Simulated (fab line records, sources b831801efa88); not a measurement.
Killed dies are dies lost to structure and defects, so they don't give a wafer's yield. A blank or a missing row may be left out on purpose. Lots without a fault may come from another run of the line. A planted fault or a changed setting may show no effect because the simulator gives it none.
Which tool did it? | flow sky130 | 6 lots, 16 wafers sampled, at 3 steps of a route of 708

WHAT THE GAUGES READ, wafer by wafer
SKY_VIA4_THK_MEAS_01.
lot  | measured     | on            | VIA4_HDPCVD_THK (nm)
L981 | day 41 22:31 | film_metro-01 | 1761 1751 1710
L983 | day 42 14:47 | film_metro-04 | 1742 1740 1710
L986 | day 43 11:01 | film_metro-04 | 1708 1214
L988 | day 44 04:31 | film_metro-04 | 1741 1195
L999 | day 46 17:45 | film_metro-01 | 1724 1684 1735
L101 | day 47 10:23 | film_metro-04 | 1707 1698 1695

WHICH TOOL RAN EACH LOT (tool, then ch and the chambers of the sampled wafers, then the start)
lot  | SKY_CONTACT_ETCH_18                           | SKY_VIA4_HDPCVD_00
L981 | rie_diel-03 ch 0,1,3, day 41 22:20 or earlier | hdpcvd-02 ch 0,2, day 41 22:20
L983 | rie_diel-03 ch 1,2,3, day 42 14:37 or earlier | hdpcvd-01 ch 0,1,2, day 42 14:37
L986 | rie_diel-04 ch 0,2, day 43 10:49 or earlier   | hdpcvd-02 ch 0,2, day 43 10:49
L988 | rie_diel-01 ch 0,1, day 44 04:20 or earlier   | hdpcvd-02 ch 0,2, day 44 04:20
L999 | rie_diel-04 ch 0,1,2, day 46 17:34 or earlier | hdpcvd-01 ch 0,1,2, day 46 17:34
L101 | rie_diel-01 ch 1,3, day 47 10:07 or earlier   | hdpcvd-01 ch 0,2, day 47 10:07
- SKY_CONTACT_ETCH_18: etches Si3N4 in CHF3/O2, stops on TiN, time 39 s, target depth 75 nm.
- SKY_VIA4_HDPCVD_00: deposits SiO2, target thk 1750 nm, time 291.7 s.

THE ANSWER, worked out from the rows above alone
Rule: what is usual is taken from the lots themselves. Put in order of their means at a reading, lots are off if they are a third of the lots or fewer, leave a main group of 4 or more, and stand apart from it by a gap of 3 or more times the standard deviation of the main group's means; of several such gaps the widest counts. A main group whose means are all the same, to the digits that the tables above print for the reading, isn't used. A lot without any number at a reading at which 4 lots or more have one is off too. The other lots that the step has rows for count as sound.
Off: L986, L988, at SKY_VIA4_THK_MEAS_01 (VIA4_HDPCVD_THK). The main group: mean 1721 nm, standard deviation 16.
A tool fits if, at a process step before that reading, it ran every lot that is off, and no sound lot after the first of them. The gauges at SKY_VIA4_THK_MEAS_01 are tried like those tools. SKY_CONTACT_ETCH_18 gives no start for some lots, so the hours and the order of its lots are those of SKY_VIA4_HDPCVD_00. One fits: hdpcvd-02 at SKY_VIA4_HDPCVD_00. Its last sound lot is L981 (day 41 22:20), its first lot that is off L986 (day 43 10:49): a fault that began between those two fits.

WHAT THE SIMULATOR HAD PUT IN
Process parameter drift: hdpcvd-02, from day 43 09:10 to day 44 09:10, at SKY_VIA4_HDPCVD_00. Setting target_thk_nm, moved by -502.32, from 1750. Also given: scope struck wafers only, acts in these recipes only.
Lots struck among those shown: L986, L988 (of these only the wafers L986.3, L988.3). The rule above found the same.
